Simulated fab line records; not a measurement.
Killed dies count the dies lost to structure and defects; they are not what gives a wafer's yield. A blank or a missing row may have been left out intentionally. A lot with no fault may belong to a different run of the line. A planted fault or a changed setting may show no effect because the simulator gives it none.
fab line records | flow sky130 | part 2 of 2: steps 24 to 33 of 33
record: lots: 5 wafers: 15 last_day: 50
route steps=708 shown VIA1@469 METAL2@483
lots that met no fault: from a run of the same line without faults
start_h: start of the lot's first displayed wafer, in hours after the record's first day | wait_h: hours since the lot's step before | " repeats the value in the row above | L1.1+2: one row covering several wafers at once | - value missing, or start not given | * or withheld: withheld | < > ~ a bound
route shown NAME@n: names a module that has steps shown in the file, with the first one's number in the route | usual: average and standard deviation across the fault-free wafers | same: alike in all rows | chamber/n: place in a boat | sites: the reading at each site | _std_site: their standard deviation | _edge_site: outer sites' mean less inner sites' | radius_mm: how far each site lies from the wafer's centre | mask NAME#n: copy n | behind: the last tool/chamber to shape the wafer | hold: what put the lot on hold/how long, in hours/how the hold closed | device: the n, p or np transistor that did not switch | end of line: the route-end tests of the same wafers | a step given without rows: its recipe and nothing more | killed: dies that structure and defects cost at the first sort, which is not the same as the wafer's yield | map: per-die view of a wafer (x killed, . not killed, _ where there is no die)
set.NAME: the run value of the setting; set.NAME@STEP: its run value at that earlier step | model.NAME: the simulator's own value behind a step, which no gauge read
a table for each step, a row for each wafer; lots at some steps of the route
services: the hour from which a tool's chamber was out of use, counted from the record's first day as start_h (under 0 if before that day), plus the number of hours and why
== steps ==
step: SKY_METAL2_COAT_09
recipe: resist: BARC temp_c: withheld time_s: withheld spin_rpm: 3000 resist_thk_nm: 60
usual: spin_speed_rpm: 3000.3/2.2
columns lot.wafer tool chamber start_h wait_h spin_speed_rpm
L078.2 litho_track-03 0 856.24 0.1 2997.6
L078.4 " 0 " " 2998.7
L078.5 " 0 " " 2998.7
L082.4 litho_track-02 0 894.11 0.1 3001.8
L082.5 " 0 " " 2998.1
L082.6 " 0 " " 2999.5
L090.1 litho_track-02 0 934.94 0.1 3002.3
L090.2 " 0 " " 3002.2
L090.3 " 0 " " 3005.8
L093.1 litho_track-02 0 956.74 0.1 3000.4
L093.2 " 0 " " 2999.6
L093.6 " 0 " " 3003.1
L097.2 litho_track-01 0 976.81 0.1 3002.5
L097.3 " 0 " " 3002.4
L097.4 " 0 " " 3002.2
step: SKY_METAL2_COAT_10
recipe: resist: KrF-thick spin_rpm: 3000 resist_thk_nm: 450
usual: spin_speed_rpm: 2999.6/2.4
columns lot.wafer tool chamber start_h wait_h spin_speed_rpm
L078.2 litho_track-03 0 - - 2996.7
L078.4 " 0 " " 2994.3
L078.5 " 0 " " 2994.5
L082.4 litho_track-02 0 - - 3000.5
L082.5 " 0 " " 3001.1
L082.6 " 0 " " 3001.3
L090.1 litho_track-02 0 - - 2998.0
L090.2 " 0 " " 3000.5
L090.3 " 0 " " 2998.9
L093.1 litho_track-02 0 - - 2998.5
L093.2 " 0 " " 2997.8
L093.6 " 0 " " 2999.9
L097.2 litho_track-01 0 - - 3000.1
L097.3 " 0 " " 2998.1
L097.4 " 0 " " 3000.4
step: SKY_METAL2_SOFTBAKE_11
recipe: temp_c: 100 time_s: 90 resist: KrF-thick
usual: plate_temp_C: 99.98/0.12
columns lot.wafer tool chamber start_h wait_h plate_temp_C
L078.2 litho_track-03 0 - - 100.05
L078.4 " 0 " " 99.85
L078.5 " 0 " " 100.11
L082.4 litho_track-02 0 - - 100.06
L082.5 " 0 " " 99.95
L082.6 " 0 " " 99.88
L090.1 litho_track-02 0 - - 99.91
L090.2 " 0 " " 100.05
L090.3 " 0 " " 99.96
L093.1 litho_track-02 0 - - 99.93
L093.2 " 0 " " 99.93
L093.6 " 0 " " 99.87
L097.2 litho_track-01 0 - - 100.02
L097.3 " 0 " " 99.69
L097.4 " 0 " " 99.77
step: SKY_METAL2_EXPOSE_12
recipe: mask_id: MM2 na: 0.8 source_shape: annular sigma_inner: 0.55 sigma_outer: 0.85 target_cd_nm: 140 dose_mj: 28
same: na: 0.8
columns lot.wafer tool chamber start_h wait_h mask
L078.2+4+5 krf_scanner-02 0 - - MM2#0
L082.4+5+6 krf_scanner-02 0 - - MM2#0
L090.1+2+3 krf_scanner-02 0 - - MM2#0
L093.1+2+6 krf_scanner-02 0 - - MM2#0
L097.2+3+4 krf_scanner-02 0 - - MM2#0
step: SKY_METAL2_PEB_13
recipe: peb_temp_c: withheld peb_time_s: withheld resist: KrF-thick
columns lot.wafer tool chamber start_h wait_h
L078.2+4+5 litho_track-02 0 - -
L082.4+5+6 litho_track-01 0 - -
L090.1+2+3 litho_track-01 0 - -
L093.1+2+6 litho_track-01 0 - -
L097.2+3+4 litho_track-01 0 - -
step: SKY_METAL2_DEVELOP_14
recipe: develop_time_s: 60 resist: KrF-thick dev_temp_c: 21
columns lot.wafer tool chamber start_h wait_h
L078.2+4+5 litho_track-02 0 - -
L082.4+5+6 litho_track-01 0 - -
L090.1+2+3 litho_track-01 0 - -
L093.1+2+6 litho_track-01 0 - -
L097.2+3+4 litho_track-01 0 - -
step: SKY_METAL2_CD_MEAS_15
recipe: target_cd_nm: 140
usual: cd_nm: 140.0/1.4
columns lot.wafer tool chamber start_h wait_h cd_nm
L078.2 cd_sem-01 - 869.86 - 140.7
L078.4 " - " " 139.9
L078.5 " - " " 139.5
L082.4 cd_sem-02 - 907.00 - 140.8
L082.5 " - " " 141.1
L082.6 " - " " 140.6
L090.1 cd_sem-01 - 947.64 - 142.5
L090.2 " - " " 142.1
L090.3 " - " " 142.6
L093.1 cd_sem-02 - 969.49 - 140.8
L093.2 " - " " 140.0
L093.6 " - " " 139.4
L097.2 cd_sem-02 - 989.11 - 138.8
L097.3 " - " " 138.9
L097.4 " - " " 139.8
step: SKY_METAL2_OVL_MEAS_16
usual: METAL2_OVL: -3/5.6
columns lot.wafer tool chamber start_h wait_h METAL2_OVL[nm]
L078.2 overlay-02 - 869.96 0.1 0
L078.4 " - " " -7
L078.5 " - " " -12
L082.4 overlay-01 - 907.07 0.1 -2
L082.5 " - " " -1
L082.6 " - " " -3
L090.1 overlay-02 - 947.76 0.1 0
L090.2 " - " " -11
L090.3 " - " " -4
L093.1 overlay-02 - 969.61 0.1 -2
L093.2 " - " " 0
L093.6 " - " " 1
L097.2 overlay-02 - 989.21 0.1 3
L097.3 " - " " -4
L097.4 " - " " -7
step: SKY_METAL2_DESCUM_17
recipe: chemistry: O2 source_power_w: 150 bias_power_w: 0 pressure_mtorr: 10 temp_c: 40 time_s: 8
usual: chamber_pressure_mTorr: 10.001/0.0097 drypump_motor_current_A: 5.9/0.52 oes_product_au: 1.000/0.0094 temp_c: 40.00/0.12
same: bias_power_w: 0
columns lot.wafer tool chamber start_h wait_h chamber_pressure_mTorr drypump_motor_current_A oes_product_au rf_hours_counter_h temp_c
L078.2 rie_metal-04 0 869.99 0.0 10.009 5.8 0.994 8 39.91
L078.4 " 0 " " 10.011 5.8 0.980 - 40.13
L078.5 " 0 " " 9.990 5.8 0.996 - 40.05
L082.4 rie_metal-04 0 907.12 0.0 9.993 5.7 0.997 - 40.13
L082.5 " 0 " " 9.990 5.7 0.987 - 40.09
L082.6 " 0 " " 10.011 5.7 1.001 - 40.10
L090.1 rie_metal-03 0 947.79 0.0 9.987 6.4 1.002 3 39.94
L090.2 " 1 " " 10.019 6.6 1.003 12 39.95
L090.3 " 0 " " 10.000 6.4 1.011 - 39.91
L093.1 rie_metal-03 0 969.64 0.0 9.995 6.4 1.011 5 40.03
L093.2 " 1 " " 10.011 6.6 0.979 14 40.03
L093.6 " 0 " " 10.007 6.4 1.003 - 39.92
L097.2 rie_metal-02 0 989.24 0.0 10.015 5.0 0.990 9 40.17
L097.3 " 1 " " 9.997 5.9 0.993 - 39.83
L097.4 " 0 " " 10.006 5.0 0.992 - 40.26
step: SKY_METAL2_ETCH_18
recipe: chemistry: N2/H2 target: BARC ion_energy_ev: 200 bias_w: 100 pressure_mtorr: 30 n2_flow_sccm: 100 h2_flow_sccm: 200 icp_w: 500 stop_on: SiO2 time_s: 45.9 target_depth_a: 600
usual: bias_w: 99.97/0.29 chamber_pressure_mTorr: 29.994/0.026 drypump_motor_current_A: 5.9/0.53 oes_product_au: 0.854/0.0046 throttle_valve_pct: 13.225/0.0088
columns lot.wafer tool chamber start_h wait_h bias_w chamber_pressure_mTorr drypump_motor_current_A oes_product_au rf_hours_counter_h throttle_valve_pct
L078.2 rie_metal-04 0 870.03 0.0 100.11 29.980 5.8 0.857 8 13.229
L078.4 " 0 " " 100.14 29.951 5.8 0.856 - 13.232
L078.5 " 0 " " 100.24 29.998 5.8 0.856 - 13.218
L082.4 rie_metal-04 0 907.22 0.1 99.94 29.996 5.7 0.853 - 13.207
L082.5 " 0 " " 99.32 30.016 5.8 0.850 - 13.242
L082.6 " 0 " " 99.77 30.015 5.7 0.857 - 13.230
L090.1 rie_metal-03 0 947.82 0.0 99.84 30.036 6.4 0.862 3 13.237
L090.2 " 1 " " 99.84 30.016 6.6 0.845 12 13.212
L090.3 " 0 " " 99.95 29.964 6.4 0.854 - 13.237
L093.1 rie_metal-03 0 969.67 0.0 99.89 29.972 6.4 0.852 5 13.219
L093.2 " 1 " " 100.16 30.040 6.6 0.856 14 13.216
L093.6 " 0 " " 99.79 29.959 6.4 0.855 - 13.211
L097.2 rie_metal-02 0 989.28 0.0 100.28 29.992 5.0 0.855 9 13.240
L097.3 " 1 " " 100.19 29.992 6.0 0.850 - 13.212
L097.4 " 0 " " 99.55 30.017 5.0 0.853 - 13.218
== services ==
columns tool chamber start_h hours kind
plasma_asher-04 - 819.08 15.6 pm
rie_metal-03 0 821.12 3.0 repair
wet_bench-03 - 822.31 1.9 pm
rie_diel-04 2 823.70 9.5 repair
rie_diel-01 2 829.88 2.6 repair
krf_scanner-02 - 830.45 1.3 pm
rie_diel-04 - 834.95 2.8 pm
pvd_sputter-01 - 838.64 1.0 repair
krf_scanner-02 - 848.40 1.0 repair
rie_metal-04 - 850.53 2.8 pm
rie_diel-04 3 865.53 6.7 repair
krf_scanner-02 - 867.08 1.0 pm
cmp-02 - 893.84 1.1 repair
rie_metal-04 0 895.52 1.1 repair
rie_diel-04 2 898.06 4.4 repair
krf_scanner-02 - 898.15 0.8 pm
cmp-02 - 912.49 4.0 pm
rie_diel-01 3 919.41 3.8 repair
krf_scanner-02 - 951.06 3.6 pm
pvd_sputter-04 - 956.48 3.4 repair
krf_scanner-02 - 963.90 4.4 pm
rie_diel-04 - 980.70 9.6 repair
rie_diel-04 1 982.67 11.7 repair
rie_metal-04 1 984.58 26.9 repair
